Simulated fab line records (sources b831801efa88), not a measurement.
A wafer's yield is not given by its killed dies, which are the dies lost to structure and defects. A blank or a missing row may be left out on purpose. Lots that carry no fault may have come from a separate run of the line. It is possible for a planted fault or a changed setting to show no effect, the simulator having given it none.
A single fault, viewed from 2 desks || flow gf180mcu || each desk has only its own numbers; what lay behind them comes last

DESK OF THE TOOL OWNER: implanter-02
GF_NSD_IMPLANT_09, tool's own readings: per-lot mean of the sampled wafers with a number, covering each lot this tool ran. Any lot whose mean is over 4 standard deviations away from the usual mean is out of limits and marked OUT; that distance is given in the brackets.
Columns: A = beam-energy-keV at GF_NSD_IMPLANT_09, usual 59.997
{"lot": "L378", "first seen here": "day 16 03:21", "A": "76.072 (+99 or more) OUT"}
{"lot": "L380", "first seen here": "day 16 23:25", "A": "76.056 (+99 or more) OUT"}
{"lot": "L387", "first seen here": "day 19 15:38", "A": 59.985}
{"lot": "L390", "first seen here": "day 20 04:46", "A": 59.997}
{"lot": "L391", "first seen here": "day 20 10:07", "A": 60.004}
{"lot": "L393", "first seen here": "day 21 02:56", "A": 60.035}
This desk's finding: out of limits on L378, L380; first on L378, day 16 03:21 (beam-energy-keV at GF_NSD_IMPLANT_09). L387, L390, L391, L393 stayed within limits.

AT THE METROLOGY DESK
What the gauges read, lot by lot, whatever tool the lot ran on: means of the sampled wafers that have a number. Any lot whose mean is over 4 standard deviations away from the usual mean is out of limits and marked OUT; that distance is given in the brackets.
Columns: A = cd-nm at GF_NSD_CD_MEAS_07, usual 399.9 nm; B = NSD_TW at GF_NSD_TW_MEAS_12, usual 4199; C = cd-nm at GF_PSD_CD_MEAS_07, usual 399.9 nm; D = NSD_RS at GF_PSD_RS_MEAS_14, usual 46.11 ohm/sq
{"lot": "L373", "first seen here": "day 14 05:11", "A": 400.0, "B": 4251, "C": 398.2, "D": 46.28}
{"lot": "L374", "first seen here": "day 14 13:58", "A": 402.1, "B": 4169, "C": 400.2, "D": 46.26}
{"lot": "L378", "first seen here": "day 16 02:59", "A": 402.4, "B": "4424 (+7.7) OUT", "C": 402.5, "D": "42.15 (-30) OUT"}
{"lot": "L380", "first seen here": "day 16 23:15", "A": 402.5, "B": "4471 (+9.4) OUT", "C": 399.1, "D": "42.12 (-31) OUT"}
{"lot": "L383", "first seen here": "day 18 07:08", "A": 396.0, "B": 4158, "C": 402.5, "D": 45.96}
{"lot": "L384", "first seen here": "day 18 11:10", "A": 401.1, "B": 4170, "C": 396.1, "D": 46.23}
{"lot": "L386", "first seen here": "day 19 01:52", "A": 400.0, "B": 4218, "C": 401.2, "D": 46.07}
{"lot": "L387", "first seen here": "day 19 15:29", "A": 397.3, "B": 4198, "C": 404.7, "D": 45.93}
{"lot": "L389", "first seen here": "day 19 19:08", "A": 400.0, "B": 4209, "C": 399.8, "D": 46.19}
{"lot": "L390", "first seen here": "day 20 04:36", "A": 400.3, "B": 4201, "C": 397.0, "D": 45.93}
{"lot": "L391", "first seen here": "day 20 09:58", "A": 402.0, "B": 4220, "C": 402.4, "D": 46.08}
{"lot": "L393", "first seen here": "day 21 02:47", "A": 401.8, "B": 4219, "C": 398.6, "D": 46.22}
This desk finds L378, L380 out of limits, with the earliest case on L378 at day 16 03:42 (NSD_TW at GF_NSD_TW_MEAS_12). L373, L374, L383, L384, L386, L387, L389, L390, L391, L393 stayed within limits.

BROUGHT TOGETHER
An alarm could have come from the tool owner's desk at day 16 03:21, on L378, L380.
On L378, L380, the metrology desk was in a position to raise an alarm at day 16 03:42.
On implanter-02, each named lot ran GF_NSD_IMPLANT_09.

WHAT THE SIMULATOR HAD PUT IN
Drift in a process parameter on implanter-02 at GF_NSD_IMPLANT_09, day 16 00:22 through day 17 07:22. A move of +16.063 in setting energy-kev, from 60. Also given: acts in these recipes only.
Struck lots among those shown: L378, L380.
Fault start to first reading out of limits, in hours, per desk: tool owner, 3; metrology, 3.
